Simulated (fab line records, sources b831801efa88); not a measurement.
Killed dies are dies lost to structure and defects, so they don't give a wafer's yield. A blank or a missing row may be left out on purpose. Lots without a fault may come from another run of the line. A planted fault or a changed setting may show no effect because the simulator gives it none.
fab line records | flow sky130
record lots=5 wafers=15 last_day=50
route steps=708 shown RES_XHIGH@335 SD_N@342 SD_P@359 SALICIDE@361 LI_CONTACT@362
lots that met no fault: from a run of the same line without faults
start_h: hours from the record's first day to the start of the lot's first wafer shown | wait_h: hours since the lot's step before | " the same as in the row above | L1.1+2: a row that stands for several wafers | - no value, or no start given | * or withheld: withheld | < > ~ a bound
route shown NAME@n: a module of which the file shows steps, and the number in the route of the first | usual: mean/standard deviation of fault-free wafers | same: alike in all rows | chamber/n: place in a boat | sites: the reading at each site | _std_site: their standard deviation | _edge_site: outer sites' mean less inner sites' | radius_mm: how far each site lies from the wafer's centre | mask NAME#n: copy n | behind: the tool/chamber that last shaped the wafer | hold: why the lot was held/for how many hours/how that ended | device: the transistor (n, p or np) that didn't switch | end of line: the same wafers' tests at the end of the route | a step without rows: its recipe alone | killed: dies lost to structure and defects at the first sort, not the wafer's yield | map: a wafer's dies, x killed, . not, _ none there
set.NAME: the setting as run; set.NAME@STEP: as run at that earlier step | model.NAME: the simulator's own value behind a step, which no gauge read
lots at some steps of the route; a table a step, a row a wafer
services: from which hour (start_h, from the record's first day; less than 0 if before it) a tool's chamber was out of use, for how many hours, and why
## steps
# step SKY_RES_XHIGH_SOFTBAKE_03
# recipe temp_c=90 time_s=60 resist=NOVOLAK
# columns lot.wafer tool chamber start_h wait_h
L074.4+5+6 litho_track-03 0 600.30 0.1
L075.3+4+6 litho_track-04 0 622.40 0.1
L078.1+4+6 litho_track-04 0 664.35 0.1
L093.2+4+5 litho_track-04 0 764.37 0.1
L096.2+5+6 litho_track-04 0 784.87 0.1
# step SKY_RES_XHIGH_EXPOSE_04
# recipe mask_id=URPM na=0.6 source_shape=conventional sigma_outer=0.6 polarization=unpolarized target_cd_nm=1270 dose_mj=140
# columns lot.wafer tool chamber start_h wait_h mask
L074.4+5+6 iline_stepper-02 0 - - URPM#0
L075.3+4+6 iline_stepper-02 0 - - URPM#0
L078.1+4+6 iline_stepper-01 0 - - URPM#0
L093.2+4+5 iline_stepper-01 0 - - URPM#0
L096.2+5+6 iline_stepper-02 0 - - URPM#0
# step SKY_RES_XHIGH_PEB_05
# recipe temp_c=withheld time_s=* resist=NOVOLAK
# columns lot.wafer tool chamber start_h wait_h
L074.4+5+6 litho_track-04 0 - -
L075.3+4+6 litho_track-02 0 - -
L078.1+4+6 litho_track-02 0 - -
L093.2+4+5 litho_track-02 0 - -
L096.2+5+6 litho_track-02 0 - -
# step SKY_RES_XHIGH_DEVELOP_06
# recipe resist=NOVOLAK developer=TMAH develop_time_s=60 dev_temp_c=23
# columns lot.wafer tool chamber start_h wait_h
L074.4+5+6 litho_track-04 0 614.82 0.1
L075.3+4+6 litho_track-02 0 635.95 0.1
L078.1+4+6 litho_track-02 0 678.15 0.1
L093.2+4+5 litho_track-02 0 777.73 0.1
L096.2+5+6 litho_track-02 0 797.93 0.1
# step SKY_RES_XHIGH_IMPLANT_07
# recipe species=BF2 energy_kev=20 dose_cm2=3.6e+14 tilt_deg=0
# usual beam_energy_keV=20.000/0.0075 dose_ions_cm2=3.6e+14/3.9e+11 tilt_deg=-0.001/0.02
# same implant_ion_amu=49
# columns lot.wafer tool chamber start_h wait_h beam_energy_keV dose_ions_cm2 tilt_deg
L074.4 implanter-03 0 614.97 0.1 20.002 3.608e+14 -0.008
L074.5 " 0 " " 20.003 3.607e+14 -0.024
L074.6 " 0 " " 19.999 3.603e+14 -0.036
L075.3 implanter-01 0 636.10 0.1 19.998 3.603e+14 -0.010
L075.4 " 0 " " 20.001 3.601e+14 0.003
L075.6 " 0 " " 19.991 3.598e+14 -0.016
L078.1 implanter-04 0 678.30 0.1 19.990 3.603e+14 -0.011
L078.4 " 0 " " 19.981 3.592e+14 -0.031
L078.6 " 0 " " 19.994 3.598e+14 -0.004
L093.2 implanter-01 0 777.88 0.1 19.998 3.598e+14 -0.037
L093.4 " 0 " " 20.012 3.597e+14 -0.055
L093.5 " 0 " " 19.998 3.598e+14 -0.004
L096.2 implanter-01 0 798.08 0.1 20.007 3.605e+14 -0.008
L096.5 " 0 " " 20.004 3.601e+14 0.012
L096.6 " 0 " " 20.012 3.597e+14 0.002
# step SKY_RES_XHIGH_STRIP_08
# recipe chemistry=O2/N2 power_w=1400 pressure_mtorr=1500 platen_temp_c=withheld o2_flow_sccm=3000 n2_flow_sccm=300 overash_fraction=0.5
# usual drypump_motor_current_A=5.4/0.3 n2_flow_sccm=300.1/0.94 oes_product_au=0.712/0.0046 strip_time_to_endpoint_s=14.28/0.035
# columns lot.wafer tool chamber start_h wait_h drypump_motor_current_A n2_flow_sccm oes_product_au rf_hours_counter_h strip_time_to_endpoint_s
L074.4 plasma_asher-03 1 615.08 0.1 5.3 298.8 0.706 - 14.24
L074.5 " 1 " " 5.2 299.5 0.711 - 14.26
L074.6 " 0 " " 5.3 299.2 0.713 - 14.24
L075.3 plasma_asher-04 0 636.24 0.1 5.1 299.1 0.710 - 14.25
L075.4 " 1 " " 5.9 301.2 0.711 - 14.23
L075.6 " 0 " " 5.1 301.7 0.717 - 14.26
L078.1 plasma_asher-04 0 678.45 0.1 5.1 301.3 0.721 88 14.31
L078.4 " 0 " " 5.1 300.1 0.715 - 14.28
L078.6 " 1 " " 5.8 299.7 0.707 - 14.37
L093.2 plasma_asher-02 1 778.00 0.1 5.8 299.8 0.711 3 14.21
L093.4 " 1 " " 5.8 299.7 0.708 - 14.25
L093.5 " 1 " " 5.7 300.7 0.709 - 14.24
L096.2 plasma_asher-03 0 798.20 0.1 5.3 301.7 0.714 67 14.33
L096.5 " 1 " " 5.3 300.7 0.712 - 14.30
L096.6 " 0 " " 5.3 300.2 0.710 - 14.35
# step SKY_RES_XHIGH_TW_MEAS_09
# usual RES_XHIGH_TW=1646/12
# columns lot.wafer tool chamber start_h wait_h RES_XHIGH_TW
L074.4 film_metro-03 - 615.18 0.1 1636
L074.5 " - " " 1649
L074.6 " - " " 1640
L075.3 film_metro-01 - 636.32 0.1 1639
L075.4 " - " " 1635
L075.6 " - " " 1630
L078.1 film_metro-03 - 678.55 0.1 1660
L078.4 " - " " 1672
L078.6 " - " " 1667
L093.2 film_metro-03 - 778.11 0.1 1662
L093.4 " - " " 1660
L093.5 " - " " 1649
L096.2 film_metro-01 - 798.31 0.1 1639
L096.5 " - " " 1637
L096.6 " - " " 1632
# step SKY_SD_N_DEHYDRATE_00
# recipe temp_c=200 time_s=60
# columns lot.wafer tool chamber start_h wait_h
L074.4+5+6 litho_track-01 0 628.64 13.4
L075.3+4+6 litho_track-03 0 650.77 14.4
L078.1+4+6 litho_track-03 0 691.87 13.3
L093.2+4+5 litho_track-03 0 790.65 12.5
L096.2+5+6 litho_track-04 0 811.42 13.1
# step SKY_SD_N_HMDS_01
# recipe prime_time_s=60 prime_temp_c=120
# columns lot.wafer tool chamber start_h wait_h
L074.4+5+6 litho_track-01 0 628.79 0.1
L075.3+4+6 litho_track-03 0 650.92 0.1
L078.1+4+6 litho_track-03 0 692.02 0.1
L093.2+4+5 litho_track-03 0 790.80 0.1
L096.2+5+6 litho_track-04 0 811.57 0.1
# step SKY_SD_N_COAT_02
# recipe resist=NOVOLAK spin_rpm=3000 resist_thk_nm=1140
# columns lot.wafer tool chamber start_h wait_h
L074.4+5+6 litho_track-01 0 628.94 0.1
L075.3+4+6 litho_track-03 0 651.07 0.1
L078.1+4+6 litho_track-03 0 692.17 0.1
L093.2+4+5 litho_track-03 0 790.95 0.1
L096.2+5+6 litho_track-04 0 811.72 0.1
# step SKY_SD_N_SOFTBAKE_03
# recipe temp_c=90 time_s=60 resist=NOVOLAK
# columns lot.wafer tool chamber start_h wait_h
L074.4+5+6 litho_track-01 0 629.09 0.1
L075.3+4+6 litho_track-03 0 651.22 0.1
L078.1+4+6 litho_track-03 0 692.32 0.1
L093.2+4+5 litho_track-03 0 791.10 0.1
L096.2+5+6 litho_track-04 0 811.87 0.1
# step SKY_SD_N_EXPOSE_04
# recipe mask_id=NSDM na=0.6 source_shape=conventional sigma_outer=0.6 polarization=unpolarized target_cd_nm=380 dose_mj=141
# columns lot.wafer tool chamber start_h wait_h mask
L074.4+5+6 iline_stepper-02 0 - - NSDM#0
L075.3+4+6 iline_stepper-01 0 - - NSDM#0
L078.1+4+6 iline_stepper-02 0 - - NSDM#0
L093.2+4+5 iline_stepper-01 0 - - NSDM#0
L096.2+5+6 iline_stepper-01 0 - - NSDM#0
# step SKY_SD_N_PEB_05
# recipe temp_c=withheld time_s=* resist=NOVOLAK
# columns lot.wafer tool chamber start_h wait_h
L074.4+5+6 litho_track-03 0 - -
L075.3+4+6 litho_track-03 0 - -
L078.1+4+6 litho_track-03 0 - -
L093.2+4+5 litho_track-04 0 - -
L096.2+5+6 litho_track-04 0 - -
# step SKY_SD_N_DEVELOP_06
# recipe resist=NOVOLAK developer=TMAH develop_time_s=60 dev_temp_c=23
# columns lot.wafer tool chamber start_h wait_h
L074.4+5+6 litho_track-03 0 643.40 0.1
L075.3+4+6 litho_track-03 0 665.07 0.1
L078.1+4+6 litho_track-03 0 705.77 0.1
L093.2+4+5 litho_track-04 0 804.77 0.1
L096.2+5+6 litho_track-04 0 825.37 0.1
# step SKY_SD_N_CD_MEAS_07
# recipe target_cd_nm=380
# usual cd_nm=380.6/2.7
# columns lot.wafer tool chamber start_h wait_h cd_nm
L074.4 cd_sem-02 - 643.53 0.1 382.9
L074.5 " - " " 382.2
L074.6 " - " " 382.4
L075.3 cd_sem-02 - 665.21 0.1 379.1
L075.4 " - " " 380.0
L075.6 " - " " 378.7
L078.1 cd_sem-02 - 705.92 0.1 386.1
L078.4 " - " " 387.0
L078.6 " - " " 388.8
L093.2 cd_sem-02 - 804.92 0.1 380.7
L093.4 " - " " 379.9
L093.5 " - " " 381.3
L096.2 cd_sem-02 - 825.52 0.1 381.6
L096.5 " - " " 381.8
L096.6 " - " " 381.1
# step SKY_SD_N_OVL_MEAS_08
# usual SD_N_OVL=0.2/1.5
# columns lot.wafer tool chamber start_h wait_h SD_N_OVL[nm]
L074.4 overlay-01 - 643.61 0.1 -1.9
L074.5 " - " " -1.8
L074.6 " - " " 0.1
L075.3 overlay-01 - 665.30 0.1 -0.6
L075.4 " - " " -0.9
L075.6 " - " " 0.0
L078.1 overlay-01 - 706.04 0.1 -2.2
L078.4 " - " " -0.9
L078.6 " - " " -1.0
L093.2 overlay-02 - 805.02 0.1 3.2
L093.4 " - " " 2.9
L093.5 " - " " 2.4
L096.2 overlay-01 - 825.62 0.1 0.2
L096.5 " - " " 0.9
L096.6 " - " " -0.2
# step SKY_SD_N_IMPLANT_09
# recipe species=As energy_kev=50 dose_cm2=4e+15 tilt_deg=0
# usual beam_energy_keV=50.003/0.016 dose_ions_cm2=4e+15/4e+12 tilt_deg=-0.003/0.017
# same implant_ion_amu=75
# columns lot.wafer tool chamber start_h wait_h beam_energy_keV dose_ions_cm2 tilt_deg
L074.4 implanter-01 0 643.70 0.1 50.012 3.997e+15 -0.013
L074.5 " 0 " " 50.007 3.993e+15 0.001
L074.6 " 0 " " 50.035 3.998e+15 -0.011
L075.3 implanter-01 0 665.38 0.1 50.030 3.993e+15 0.006
L075.4 " 0 " " 50.020 4e+15 -0.009
L075.6 " 0 " " 50.007 3.994e+15 0.012
L078.1 implanter-03 0 706.08 0.0 50.012 4.003e+15 0.018
L078.4 " 0 " " 50.007 3.996e+15 0.007
L078.6 " 0 " " 49.995 3.999e+15 -0.010
L093.2 implanter-03 0 805.18 0.2 49.997 4.003e+15 -0.025
L093.4 " 0 " " 50.012 4.003e+15 0.031
L093.5 " 0 " " 49.995 4.002e+15 0.008
L096.2 implanter-03 0 825.68 0.0 50.025 4.001e+15 0.017
L096.5 " 0 " " 50.021 4.007e+15 -0.001
L096.6 " 0 " " 50.001 4.001e+15 -0.006
# step SKY_SD_N_IMPLANT_10
# recipe species=P energy_kev=20 dose_cm2=1e+14 tilt_deg=0
# usual beam_energy_keV=20.003/0.0058 dose_ions_cm2=1.0001e+14/9.7e+10 tilt_deg=0.001/0.02
# same implant_ion_amu=31
# columns lot.wafer tool chamber start_h wait_h beam_energy_keV dose_ions_cm2 tilt_deg
L074.4 implanter-01 0 643.85 0.1 20.009 1.0004e+14 -0.006
L074.5 " 0 " " 19.994 9.996e+13 -0.014
L074.6 " 0 " " 20.000 1.001e+14 0.004
L075.3 implanter-01 0 665.53 0.1 20.000 1.0001e+14 -0.003
L075.4 " 0 " " 19.990 9.989e+13 -0.001
L075.6 " 0 " " 20.000 9.992e+13 0.011
L078.1 implanter-03 0 706.23 0.1 20.001 1.0009e+14 0.003
L078.4 " 0 " " 20.000 1.0007e+14 -0.002
L078.6 " 0 " " 19.991 1.0007e+14 0.037
L093.2 implanter-03 0 805.33 0.1 20.002 1.0004e+14 0.029
L093.4 " 0 " " 20.000 9.993e+13 0.022
L093.5 " 0 " " 20.005 9.981e+13 0.028
L096.2 implanter-03 0 825.83 0.1 20.010 9.995e+13 0.001
L096.5 " 0 " " 20.009 9.997e+13 0.006
L096.6 " 0 " " 20.009 9.991e+13 0.012
# step SKY_SD_N_STRIP_11
# recipe chemistry=O2/N2 power_w=1400 pressure_mtorr=1500 platen_temp_c=withheld o2_flow_sccm=3000 n2_flow_sccm=300 overash_fraction=0.5
# usual drypump_motor_current_A=5.4/0.37 n2_flow_sccm=299.8/0.84 oes_product_au=0.527/0.0046 strip_time_to_endpoint_s=22.55/0.044
# columns lot.wafer tool chamber start_h wait_h drypump_motor_current_A n2_flow_sccm oes_product_au rf_hours_counter_h strip_time_to_endpoint_s
L074.4 plasma_asher-01 1 643.96 0.1 5.0 299.7 0.526 - 22.52
L074.5 " 0 " " 6.1 302.1 0.521 - 22.55
L074.6 " 1 " " 5.0 299.9 0.528 - 22.54
L075.3 plasma_asher-04 0 665.66 0.1 5.1 299.8 0.523 - 22.56
L075.4 " 1 " " 5.8 299.6 0.541 - 22.55
L075.6 " 1 " " 5.8 299.3 0.529 - 22.57
L078.1 plasma_asher-03 1 706.38 0.1 5.2 299.8 0.527 57 22.48
L078.4 " 1 " " 5.3 300.2 0.526 - 22.50
L078.6 " 1 " " 5.2 300.2 0.531 - 22.50
L093.2 plasma_asher-03 1 805.46 0.1 5.2 300.4 0.523 67 22.54
L093.4 " 0 " " 5.3 299.8 0.525 - 22.54
L093.5 " 1 " " 5.3 298.1 0.525 - 22.54
L096.2 plasma_asher-03 1 825.95 0.1 5.3 301.5 0.530 70 22.57
L096.5 " 1 " " 5.3 300.9 0.531 - 22.57
L096.6 " 0 " " 5.3 297.5 0.529 - 22.53
# step SKY_SD_N_TW_MEAS_12
# usual SD_N_TW=3989/26
# columns lot.wafer tool chamber start_h wait_h SD_N_TW
L074.4 film_metro-03 - 644.06 0.1 4011
L074.5 " - " " 4016
L074.6 " - " " 3997
L075.3 film_metro-03 - 665.75 0.1 3994
L075.4 " - " " 3993
L075.6 " - " " 4007
L078.1 film_metro-03 - 706.48 0.1 4006
L078.4 " - " " 4008
L078.6 " - " " 3978
L093.2 film_metro-01 - 805.57 0.1 3995
L093.4 " - " " 3960
L093.5 " - " " 4022
L096.2 film_metro-03 - 826.06 0.1 4035
L096.5 " - " " 4047
L096.6 " - " " 4027
# step SKY_SD_N_CLEAN_13
# recipe chemistry=SC1/SC2 mix=1:4:20 temp_c=70 time_s=150 dry=n2_spin
# usual bath_heat_duty_pct=14.1/1.6
# columns lot.wafer tool chamber start_h wait_h bath_heat_duty_pct
L074.4 wet_bench-02 1 644.10 0.0 13.4
L074.5 " 1 " " 15.9
L074.6 " 1 " " 14.0
L075.3 wet_bench-04 3 665.79 0.0 12.6
L075.4 " 3 " " 12.9
L075.6 " 3 " " 12.8
L078.1 wet_bench-02 3 706.54 0.1 13.1
L078.4 " 3 " " 13.4
L078.6 " 3 " " 13.1
L093.2 wet_bench-03 2 805.62 0.0 12.2
L093.4 " 2 " " 14.3
L093.5 " 2 " " 13.5
L096.2 wet_bench-04 3 826.11 0.0 13.6
L096.5 " 3 " " 14.4
L096.6 " 3 " " 13.2
# step SKY_SD_N_RTA_14
# recipe temp_c=1075 time_s=2 idle_temp_c=650 ramp_up_c_per_s=150 ramp_down_c_per_s=90 ambient=N2
# usual lamp_power_pct=15.74/0.057 wafer_temp_C_max=1078.1/1.4
# columns lot.wafer tool chamber start_h wait_h lamp_power_pct wafer_temp_C_max
L074.4 rtp_anneal-01 0 644.18 0.0 15.70 1079.4
L074.5 " 0 " " 15.72 1077.9
L074.6 " 0 " " 15.64 1075.9
L075.3 rtp_anneal-02 0 665.86 0.0 15.69 1077.7
L075.4 " 0 " " 15.76 1080.5
L075.6 " 0 " " 15.60 1076.6
L078.1 rtp_anneal-01 0 706.59 0.0 15.66 1077.0
L078.4 " 0 " " 15.65 1077.7
L078.6 " 0 " " 15.66 1077.5
L093.2 rtp_anneal-02 0 805.68 0.0 15.73 1078.2
L093.4 " 0 " " 15.75 1077.1
L093.5 " 0 " " 15.63 1078.8
L096.2 rtp_anneal-01 0 826.17 0.0 15.68 1080.3
L096.5 " 0 " " 15.80 1082.0
L096.6 " 0 " " 15.94 1078.1
# step SKY_SD_N_RS_MEAS_16
# recipe thk_meas_gauge=four-point-probe
# usual SD_N_RS=68.61/0.11
# columns lot.wafer tool chamber start_h wait_h SD_N_RS[ohm/sq]
L074.4 film_metro-01 - 644.39 0.1 68.61
L074.5 " - " " 68.85
L074.6 " - " " 68.62
L075.3 film_metro-02 - 666.05 0.1 68.72
L075.4 " - " " 68.63
L075.6 " - " " 68.51
L078.1 film_metro-01 - 706.76 0.1 68.68
L078.4 " - " " 68.63
L078.6 " - " " 68.72
L093.2 film_metro-02 - 805.86 0.1 68.62
L093.4 " - " " 68.64
L093.5 " - " " 68.53
L096.2 film_metro-03 - 826.36 0.1 68.57
L096.5 " - " " 68.47
L096.6 " - " " 68.74
# step SKY_SD_N_RS_MEAS_17
# recipe thk_meas_gauge=four-point-probe
# usual SD_P_RS=147.2/0.39
# columns lot.wafer tool chamber start_h wait_h SD_P_RS[ohm/sq]
L074.4 film_metro-01 - 644.51 0.1 147.7
L074.5 " - " " 147.7
L074.6 " - " " 148.0
L075.3 film_metro-02 - 666.17 0.1 147.4
L075.4 " - " " 147.1
L075.6 " - " " 146.6
L078.1 film_metro-01 - 706.88 0.1 146.9
L078.4 " - " " 146.6
L078.6 " - " " 147.5
L093.2 film_metro-02 - 805.98 0.1 146.9
L093.4 " - " " 147.3
L093.5 " - " " 147.0
L096.2 film_metro-03 - 826.48 0.1 147.2
L096.5 " - " " 146.8
L096.6 " - " " 146.8
# step SKY_SD_N_RS_MEAS_18
# recipe thk_meas_gauge=four-point-probe
# usual RES_XHIGH_RS=333.7/0.96
# columns lot.wafer tool chamber start_h wait_h RES_XHIGH_RS[ohm/sq]
L074.4 film_metro-01 - 644.63 0.1 334.2
L074.5 " - " " 334.2
L074.6 " - " " 334.0
L075.3 film_metro-02 - 666.29 0.1 334.1
L075.4 " - " " 332.6
L075.6 " - " " 332.9
L078.1 film_metro-01 - 707.00 0.1 331.6
L078.4 " - " " 332.5
L078.6 " - " " 332.7
L093.2 film_metro-02 - 806.10 0.1 334.6
L093.4 " - " " 334.5
L093.5 " - " " 335.1
L096.2 film_metro-03 - 826.60 0.1 332.6
L096.5 " - " " 334.4
L096.6 " - " " 333.4
# step SKY_SALICIDE_CLEAN_00
# recipe chemistry=HF-last time_s=30 dilution=100:1 dry=ipa_marangoni
# columns lot.wafer tool chamber start_h wait_h
L074.4+5+6 wet_bench-04 0 644.69 0.0
L075.3+4+6 wet_bench-02 2 666.37 0.1
L078.1+4+6 wet_bench-02 0 707.12 0.1
L093.2+4+5 wet_bench-04 3 806.20 0.1
L096.2+5+6 wet_bench-04 3 826.70 0.1
# step SKY_LI_CONTACT_HDPCVD_00
# recipe material=PSG target_thk_nm=930 sigma_open_frac=0.3 time_s=155 temp_c=600 sih4_flow_sccm=60 pressure_mtorr=6
# columns lot.wafer tool chamber start_h wait_h
L074.4+5+6 hdpcvd-02 0,1,0 644.76 0.1
L075.3+4+6 hdpcvd-01 2,2,0 666.39 0.0
L078.1+4+6 hdpcvd-02 1,1,0 707.14 0.0
L093.2+4+5 hdpcvd-01 2,0,1 806.22 0.0
L096.2+5+6 hdpcvd-01 2,2,0 826.71 0.0
# step SKY_LI_CONTACT_THK_MEAS_01
# recipe reads=PSG_of_LI_CONTACT_HDPCVD_00
# usual LI_CONTACT_HDPCVD_THK=932/9.6
# columns lot.wafer tool chamber start_h wait_h LI_CONTACT_HDPCVD_THK[nm]
L074.4 film_metro-02 - 644.89 0.1 944
L074.5 " - " " 939
L074.6 " - " " 942
L075.3 film_metro-03 - 666.51 0.1 932
L075.4 " - " " 913
L075.6 " - " " 922
L078.1 film_metro-03 - 707.24 0.1 934
L078.4 " - " " 922
L078.6 " - " " 931
L093.2 film_metro-02 - 806.33 0.1 933
L093.4 " - " " 943
L093.5 " - " " 951
L096.2 film_metro-01 - 826.83 0.1 925
L096.5 " - " " 926
L096.6 " - " " 933
# step SKY_LI_CONTACT_CMP_02
# recipe material=PSG down_force_psi=4 platen_rpm=60 pad_velocity_m_s=0.94248
# usual edge_zone_pressure_frac=1.000/0.0054 motor_current_A=11.4/1.2 time_to_endpoint_s=32.8/2.4
# columns lot.wafer tool chamber start_h wait_h edge_zone_pressure_frac motor_current_A time_to_endpoint_s
L074.4 cmp-02 1 644.92 0.0 0.997 12.2 34.4
L074.6 " 1 " " 0.997 11.9 35.4
L074.5 " 2 " " 1.003 9.7 31.7
L075.4 cmp-02 2 666.55 0.0 1.006 9.2 30.0
L075.3 " 1 " " 0.992 12.3 35.8
L075.6 " 3 " " 0.998 10.9 33.0
L078.1 cmp-01 0 707.30 0.1 0.993 13.4 34.3
L078.4 " 3 " " 0.996 12.0 28.6
L078.6 " 1 " " 1.009 12.0 33.7
L093.4 cmp-01 1 806.76 0.4 1.000 12.0 32.2
L093.2 " 2 " " 1.008 10.4 33.6
L093.5 " 1 " " 1.000 12.2 32.6
L096.2 cmp-01 0 827.03 0.2 1.012 12.8 33.4
L096.5 " 1 " " 1.000 12.3 32.2
L096.6 " 2 " " 1.003 10.5 33.6
# step SKY_LI_CONTACT_BOW_MEAS_03
# recipe mode=bow
# usual LI_CONTACT_BOW=56/7
# columns lot.wafer tool chamber start_h wait_h LI_CONTACT_BOW[um]
L074.4 film_metro-01 - 645.28 0.3 56
L074.5 " - " " 59
L074.6 " - " " 67
L075.3 film_metro-01 - 666.89 0.1 48
L075.4 " - " " 52
L075.6 " - " " 53
L078.1 film_metro-01 - 707.60 0.2 56
L078.4 " - " " 56
L078.6 " - " " 47
L093.2 film_metro-03 - 807.03 0.2 54
L093.4 " - " " 49
L093.5 " - " " 56
L096.2 film_metro-01 - 827.20 0.1 67
L096.5 " - " " 56
L096.6 " - " " 56
# step SKY_LI_CONTACT_DEHYDRATE_04
# recipe temp_c=200 time_s=60
# columns lot.wafer tool chamber start_h wait_h
L074.4+5+6 litho_track-02 0 658.93 13.6
L075.3+4+6 litho_track-01 0 680.36 13.4
L078.1+4+6 litho_track-01 0 721.51 13.9
L093.2+4+5 litho_track-01 0 820.04 13.0
L096.2+5+6 litho_track-02 0 840.08 12.9
# step SKY_LI_CONTACT_HMDS_05
# recipe prime_time_s=60 prime_temp_c=120
# columns lot.wafer tool chamber start_h wait_h
L074.4+5+6 litho_track-02 0 659.08 0.1
L075.3+4+6 litho_track-01 0 680.51 0.1
L078.1+4+6 litho_track-01 0 721.66 0.1
L093.2+4+5 litho_track-01 0 820.19 0.1
L096.2+5+6 litho_track-02 0 840.23 0.1
# step SKY_LI_CONTACT_COAT_06
# recipe resist=BARC temp_c=withheld time_s=withheld spin_rpm=3000 resist_thk_nm=60
# columns lot.wafer tool chamber start_h wait_h
L074.4+5+6 litho_track-02 0 659.23 0.1
L075.3+4+6 litho_track-01 0 680.66 0.1
L078.1+4+6 litho_track-01 0 721.81 0.1
L093.2+4+5 litho_track-01 0 820.34 0.1
L096.2+5+6 litho_track-02 0 840.38 0.1
# step SKY_LI_CONTACT_COAT_07
# recipe resist=KrF-thick spin_rpm=3000 resist_thk_nm=450
# columns lot.wafer tool chamber start_h wait_h
L074.4+5+6 litho_track-02 0 - -
L075.3+4+6 litho_track-01 0 - -
L078.1+4+6 litho_track-01 0 - -
L093.2+4+5 litho_track-01 0 - -
L096.2+5+6 litho_track-02 0 - -
# step SKY_LI_CONTACT_SOFTBAKE_08
# recipe temp_c=100 time_s=90 resist=KrF-thick
# columns lot.wafer tool chamber start_h wait_h
L074.4+5+6 litho_track-02 0 - -
L075.3+4+6 litho_track-01 0 - -
L078.1+4+6 litho_track-01 0 - -
L093.2+4+5 litho_track-01 0 - -
L096.2+5+6 litho_track-02 0 - -
# step SKY_LI_CONTACT_EXPOSE_09
# recipe mask_id=LICM1 na=0.8 source_shape=annular sigma_inner=0.55 sigma_outer=0.85 target_cd_nm=170 dose_mj=38
# columns lot.wafer tool chamber start_h wait_h mask
L074.4+5+6 krf_scanner-02 0 - - LICM1#0
L075.3+4+6 krf_scanner-02 0 - - LICM1#0
L078.1+4+6 krf_scanner-01 0 - - LICM1#0
L093.2+4+5 krf_scanner-02 0 - - LICM1#0
L096.2+5+6 krf_scanner-02 0 - - LICM1#0
# step SKY_LI_CONTACT_PEB_10
# recipe peb_temp_c=withheld peb_time_s=withheld resist=KrF-thick
# columns lot.wafer tool chamber start_h wait_h
L074.4+5+6 litho_track-02 0 - -
L075.3+4+6 litho_track-02 0 - -
L078.1+4+6 litho_track-02 0 - -
L093.2+4+5 litho_track-01 0 - -
L096.2+5+6 litho_track-04 0 - -
# step SKY_LI_CONTACT_DEVELOP_11
# recipe develop_time_s=60 resist=KrF-thick dev_temp_c=21
# columns lot.wafer tool chamber start_h wait_h
L074.4+5+6 litho_track-02 0 - -
L075.3+4+6 litho_track-02 0 - -
L078.1+4+6 litho_track-02 0 - -
L093.2+4+5 litho_track-01 0 - -
L096.2+5+6 litho_track-04 0 - -
# step SKY_LI_CONTACT_CD_MEAS_12
# recipe target_cd_nm=170
# usual cd_nm=170.0/1.3
# columns lot.wafer tool chamber start_h wait_h cd_nm
L074.4 cd_sem-02 - 673.46 - 169.8
L074.5 " - " " 168.6
L074.6 " - " " 168.7
L075.3 cd_sem-02 - 694.84 - 169.3
L075.4 " - " " 170.7
L075.6 " - " " 171.4
L078.1 cd_sem-02 - 736.25 - 170.2
L078.4 " - " " 171.1
L078.6 " - " " 170.4
L093.2 cd_sem-02 - 834.24 - 169.9
L093.4 " - " " 169.2
L093.5 " - " " 168.7
L096.2 cd_sem-02 - 853.92 - 171.3
L096.5 " - " " 171.3
L096.6 " - " " 170.9
# step SKY_LI_CONTACT_OVL_MEAS_13
# usual LI_CONTACT_OVL=-1/6.3
# columns lot.wafer tool chamber start_h wait_h LI_CONTACT_OVL[nm]
L074.4 overlay-01 - 673.54 0.1 0
L074.5 " - " " 1
L074.6 " - " " -4
L075.3 overlay-01 - 694.94 0.1 -6
L075.4 " - " " -3
L075.6 " - " " -4
L078.1 overlay-01 - 736.37 0.1 6
L078.4 " - " " 1
L078.6 " - " " 5
L093.2 overlay-01 - 834.35 0.1 -6
L093.4 " - " " -5
L093.5 " - " " -3
L096.2 overlay-02 - 854.02 0.1 2
L096.5 " - " " 5
L096.6 " - " " 3
# step SKY_LI_CONTACT_ETCH_14
# recipe chemistry=N2/H2 target=BARC ion_energy_ev=200 source_w=500 bias_w=100 pressure_mtorr=30 n2_flow_sccm=100 h2_flow_sccm=200 stop_on=SiO2 time_s=45.9 target_depth_a=600
# usual drypump_motor_current_A=5.8/0.43 h2_flow_sccm=200.0/0.62 n2_flow_sccm=99.99/0.28 oes_product_au=0.854/0.0047 throttle_valve_pct=13.225/0.0089
# columns lot.wafer tool chamber start_h wait_h drypump_motor_current_A h2_flow_sccm n2_flow_sccm oes_product_au rf_hours_counter_h throttle_valve_pct
L074.4 rie_diel-03 3 673.56 0.0 5.1 199.5 100.09 0.865 6 13.229
L074.5 " 0 " " 6.2 199.5 99.93 0.855 - 13.216
L074.6 " 1 " " 6.6 199.5 100.06 0.853 - 13.217
L075.3 rie_diel-02 1 694.96 0.0 5.3 200.1 99.68 0.854 16 13.213
L075.4 " 3 " " 6.2 199.4 100.11 0.855 4 13.216
L075.6 " 3 " " 6.2 198.4 99.99 0.855 - 13.235
L078.1 rie_diel-02 1 736.41 0.0 5.2 199.6 99.81 0.856 17 13.224
L078.4 " 0 " " 5.4 199.3 99.85 0.857 6 13.223
L078.6 " 3 " " 6.2 199.1 99.91 0.850 - 13.214
L093.2 rie_diel-03 3 834.38 0.0 5.2 200.4 100.11 0.855 11 13.236
L093.4 " 1 " " 6.6 199.0 100.00 0.855 13 13.232
L093.5 " 3 " " 5.2 199.6 99.86 0.853 - 13.229
L096.2 rie_diel-02 0 854.05 0.0 5.4 200.4 99.90 0.854 9 13.217
L096.5 " 1 " " 5.3 200.0 100.14 0.852 - 13.214
L096.6 " 0 " " 5.4 200.9 100.14 0.852 - 13.243
## services
# columns tool chamber start_h hours kind
krf_scanner-02 - 580.77 0.4 repair
iline_stepper-01 - 584.45 2.0 repair
krf_scanner-02 - 585.39 1.0 pm
plasma_asher-03 - 592.60 2.2 repair
iline_stepper-02 - 624.67 1.2 repair
krf_scanner-02 - 633.06 0.2 repair
implanter-03 - 634.95 69.3 pm
krf_scanner-02 - 640.76 10.5 repair
implanter-01 - 701.56 2.9 pm
krf_scanner-02 - 709.62 0.8 pm
iline_stepper-02 - 710.38 1.7 pm
implanter-01 - 714.01 2.4 pm
krf_scanner-02 - 715.17 7.2 pm
iline_stepper-02 - 744.87 4.3 pm
implanter-01 - 760.88 2.2 repair
iline_stepper-02 - 762.90 2.1 pm
implanter-03 - 777.72 2.5 repair
iline_stepper-01 - 784.81 1.7 pm
implanter-01 - 788.77 4.1 repair
implanter-01 - 799.53 11.6 repair
implanter-01 - 802.56 5.7 repair
iline_stepper-02 - 821.59 8.8 repair
implanter-03 - 837.20 1.9 pm
wet_bench-04 - 846.34 1.0 repair
## key
fault none
